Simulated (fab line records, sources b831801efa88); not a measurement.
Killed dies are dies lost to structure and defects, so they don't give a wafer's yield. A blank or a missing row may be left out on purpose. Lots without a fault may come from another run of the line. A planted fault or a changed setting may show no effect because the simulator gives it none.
Which tool did it? | flow sky130 | 12 lots, 36 wafers sampled, at 2 steps of a route of 708

WHAT THE GAUGES READ, wafer by wafer
SKY_SD_N_RS_MEAS_17: measures by four-point-probe.
lot  | measured     | on            | SD_P_RS (ohm/sq)
L075 | day 28 14:17 | film_metro-02 | 146.9 146.8 146.7
L077 | day 29 17:35 | film_metro-04 | 146.6 147.1 146.7
L080 | day 31 01:50 | film_metro-04 | 146.7 146.9 147.0
L081 | day 31 19:02 | film_metro-02 | 147.1 147.3 147.0
L083 | day 31 23:25 | film_metro-02 | 146.9 147.2 147.0
L085 | day 32 03:14 | film_metro-02 | 147.8 146.9 147.1
L086 | day 32 21:30 | film_metro-03 | 146.8 146.6 146.5
L088 | day 33 15:55 | film_metro-03 | 147.3 147.5 147.1
L091 | day 34 01:06 | film_metro-02 | 147.4 146.6 146.8
L093 | day 34 07:02 | film_metro-04 | 146.8 146.9 147.2
L095 | day 35 09:50 | film_metro-03 | 146.6 146.6 146.7
L097 | day 35 12:30 | film_metro-04 | 146.3 146.8 146.5

WHICH TOOL RAN EACH LOT (tool, then ch and the chambers of the sampled wafers, then the start)
lot  | SKY_LDD_P_STRIP_10
L075 | plasma_asher-04 ch 0,1, day 19 17:23
L077 | plasma_asher-04 ch 0,1, day 21 00:05
L080 | plasma_asher-01 ch 0,1, day 22 12:53
L081 | plasma_asher-01 ch 0,1, day 23 04:28
L083 | plasma_asher-04 ch 0,1, day 23 06:26
L085 | plasma_asher-03 ch 0,1, day 23 14:22
L086 | plasma_asher-04 ch 0,1, day 24 09:08
L088 | plasma_asher-04 ch 0,1, day 25 05:16
L091 | plasma_asher-01 ch 0,1, day 25 14:47
L093 | plasma_asher-04 ch 0,1, day 26 01:32
L095 | plasma_asher-03 ch 0,1, day 27 04:04
L097 | plasma_asher-01 ch 0,1, day 27 09:37
- SKY_LDD_P_STRIP_10: strips in O2/N2.

THE ANSWER, worked out from the rows above alone
Rule: what is usual is taken from the lots themselves. Put in order of their means at a reading, lots are off if they are a third of the lots or fewer, leave a main group of 4 or more, and stand apart from it by a gap of 3 or more times the standard deviation of the main group's means; of several such gaps the widest counts. A main group whose means are all the same, to the digits that the tables above print for the reading, isn't used. A lot without any number at a reading at which 4 lots or more have one is off too. The other lots that the step has rows for count as sound.
No lot is off at any reading shown: from this, nothing can be told.

WHAT THE SIMULATOR HAD PUT IN
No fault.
